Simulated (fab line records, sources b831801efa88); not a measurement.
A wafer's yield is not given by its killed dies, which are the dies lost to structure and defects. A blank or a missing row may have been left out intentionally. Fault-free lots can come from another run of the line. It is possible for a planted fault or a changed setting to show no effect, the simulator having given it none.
8D (eight disciplines) problem report, filled in by code    flow gf180mcu    the parts of the form that need people (team, actions taken, sign-off) are left out

## 1. THE ISSUE
HV_LDD_4_TW at GF_HV_LDD_TW_MEAS_50 reads a mean of 579 on 6 wafers of 2 lots; wafers without a fault read 561 with a standard deviation of 4.1. That puts it +4.5 standard deviations away from the usual mean.
The first sign was on wafer L943.2 at day 16 17:31, on film-metro-04. The record holds 36 wafers of 12 lots with a number at this step. By rule, "out" or "out of limits" means more than 4 standard deviations away from the usual mean. Any other wafer with a number is counted as sound.

## 2. WHAT IT IS, AND WHAT IT ISN'T
question                     is                      is not
which readings at this step  HV_LDD_4_TW             -
which lots                   L943, L945              L931, L934, L936, L937, L939, L942, L944, L952, L953, L954
which wafers of those lots   all that have a number  -
read on which gauges         film-metro-04           film-metro-03
when                         from day 16 17:31       up to then (18 sound wafers); but 12 sound wafers of L944, L952, L953, L954 came after

## 3. WHAT RULES OUT EACH SUSPECT
Counting: a tool at any process step up to the reading remains a suspect when it ran all the lots that are out and ran no sound lot after the first of those.
- the gauge at GF_HV_LDD_TW_MEAS_50: ruled out. All the wafers that are out were read on film-metro-04, but those of them that GF_HV_LDD_IMPLANT_48 has rows for are out there too, on other tools.
- implanter-03 at GF_HV_LDD_IMPLANT_48: kept. It ran every lot that is out, first L943 (day 16 17:17), and no sound lot after that; its last sound lot up to then is L942 (day 16 08:55). Out on those wafers are its own readings of dose-ions-cm2, faraday-current-uA.
Left after counting: implanter-03 at GF_HV_LDD_IMPLANT_48.

## 4. THE CAUSE (what the simulator had put in)
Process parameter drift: implanter-03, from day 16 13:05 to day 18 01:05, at GF_HV_LDD_IMPLANT_48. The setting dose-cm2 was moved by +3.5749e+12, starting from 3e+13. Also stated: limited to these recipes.
Counting left only this tool.

## 5. SEQUENCE OF EFFECTS, ordered by route
Each row: a reading whose mean over the struck wafers that have a number lies more than 3 standard deviations from the usual. Only readings whose record carries a usual standard deviation are examined. hours: median over the lots of the time between each lot's start at the first step of this table that gives one and its start at this step. sigmas: the change, counted in usual standard deviations.
hours  step                  reading             usual  on struck wafers  change  sigmas
0      GF_HV_LDD_IMPLANT_48  dose-ions-cm2       3e+13  3e+13             +4e+12  +99 or more
0      GF_HV_LDD_IMPLANT_48  faraday-current-uA  169    189               +20     +6.5
0      GF_HV_LDD_TW_MEAS_50  HV_LDD_4_TW         561    579               +18     +4.5
Here are the process steps it includes:
- GF_HV_LDD_IMPLANT_48

## 6. WHAT WOULD HAVE CAUGHT IT SOONER
Counted from the fault's start at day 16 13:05, it took 4 hours until the first out-of-limits reading at a measuring or inspecting step in this record, taken at day 16 17:31.
The tool's own readings at GF_HV_LDD_IMPLANT_48 were out on every struck wafer that the step has a row for (dose-ions-cm2, faraday-current-uA): an alarm limit on them would have fired on the first of those.
Lots out: 2; of these, L945 started GF_HV_LDD_IMPLANT_48 on implanter-03 after day 16 17:31. It would have been spared by a hold on the tool at that moment.
